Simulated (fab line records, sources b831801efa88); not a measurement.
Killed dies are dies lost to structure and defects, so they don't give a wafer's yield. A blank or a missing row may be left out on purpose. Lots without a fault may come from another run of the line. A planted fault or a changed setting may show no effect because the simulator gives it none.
Tool commonality check | flow gf180mcu | 13 lots, 39 wafers sampled

WHY IT WAS OPENED
At GF_DUAL_GATE_THK_MEAS_03 the reading DUAL_GATE_OXIDATION_00_THK is flagged on 2 of 13 lots. Wafers without a fault read 10.93 nm, standard deviation 0.22.
Rule: a lot is flagged when every wafer of it that has a number lies more than 4 standard deviations from that mean, or none has a number. The other lots count as sound.

lot  | measured     | on            | DUAL_GATE_OXIDATION_00_THK (nm), wafer by wafer | flag
L319 | day 7 20:24  | film_metro-01 | 11.08 11.09 11.08                               |
L320 | day 8 02:26  | film_metro-01 | 10.89 11.00 11.14                               |
L321 | day 8 10:08  | film_metro-02 | 10.76 10.74 10.72                               |
L325 | day 9 10:59  | film_metro-01 | 11.10 11.01 11.15                               |
L326 | day 9 15:58  | film_metro-02 | 11.32 11.21 11.30                               |
L327 | day 9 22:31  | film_metro-01 | 16.91 16.85 16.79                               | FLAGGED
L328 | day 10 03:25 | film_metro-03 | 17.04 16.90 17.00                               | FLAGGED
L333 | day 11 14:57 | film_metro-01 | 10.53 10.73 10.98                               |
L336 | day 12 14:38 | film_metro-03 | 10.95 11.04 10.91                               |
L337 | day 12 18:44 | film_metro-02 | 10.64 10.59 10.50                               |
L339 | day 13 05:46 | film_metro-01 | 10.64 10.83 10.97                               |
L341 | day 14 06:20 | film_metro-01 | 10.59 10.54 10.59                               |
L342 | day 14 07:58 | film_metro-01 | 10.86 10.87 10.63                               |
The numbers of the flagged lots are 16.91 nm on average: +5.98 nm against the usual, or +27 standard deviations.

WHICH TOOL RAN EACH LOT
The record holds 1 process step before the reading, out of a route of 602 steps. In each cell: the tool, then ch and the chambers that the sampled wafers went through, then the start.
lot  | flag    | GF_DUAL_GATE_OXIDATION_02
L319 |         | furnace-01 ch 0, day 7 18:58
L320 |         | furnace-01 ch 0, day 8 00:59
L321 |         | furnace-01 ch 0, day 8 08:41
L325 |         | furnace-01 ch 0, day 9 09:31
L326 |         | furnace-01 ch 0, day 9 14:31
L327 | FLAGGED | furnace-01 ch 0, day 9 21:04
L328 | FLAGGED | furnace-01 ch 0, day 10 01:56
L333 |         | furnace-02 ch 0, day 11 13:31
L336 |         | furnace-02 ch 0, day 12 13:10
L337 |         | furnace-02 ch 0, day 12 17:17
L339 |         | furnace-02 ch 0, day 13 04:19
L341 |         | furnace-02 ch 0, day 14 04:53
L342 |         | furnace-02 ch 0, day 14 06:31
What these steps do:
- GF_DUAL_GATE_OXIDATION_02: stabilise 600 s, purge 300 s, target thk 10.887 nm.
- GF_DUAL_GATE_THK_MEAS_03

FLAGGED OVER TOTAL, TOOL BY TOOL (the gauges that took the reading come last)
step                      | tool          | lots run | flagged | share of the flagged lots | sound lots run after its first flagged lot
GF_DUAL_GATE_OXIDATION_02 | furnace-01    | 7        | 2       | all                       | 0
GF_DUAL_GATE_OXIDATION_02 | furnace-02    | 6        | 0       | none                      | -
GF_DUAL_GATE_THK_MEAS_03  | film_metro-01 | 8        | 1       | some                      | 4 (L333,L339,L341,L342)
GF_DUAL_GATE_THK_MEAS_03  | film_metro-02 | 3        | 0       | none                      | -
GF_DUAL_GATE_THK_MEAS_03  | film_metro-03 | 2        | 1       | some                      | 1 (L336)

WHAT THE TABLE ALLOWS
1 row of the table ran every flagged lot: furnace-01 at GF_DUAL_GATE_OXIDATION_02.
- furnace-01 at GF_DUAL_GATE_OXIDATION_02: 2 of its 7 lots flagged. Its last sound lot is L326 (day 9 14:31), its first flagged lot L327 (day 9 21:04): a fault that began between those two fits.
One tool is left: furnace-01 at GF_DUAL_GATE_OXIDATION_02.

WHAT THE SIMULATOR HAD PUT IN
Process parameter drift: furnace-01, from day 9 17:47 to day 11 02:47, at GF_DUAL_GATE_OXIDATION_02. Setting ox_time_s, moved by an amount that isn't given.
Lots struck among those shown: L327, L328. The rule above found the same.
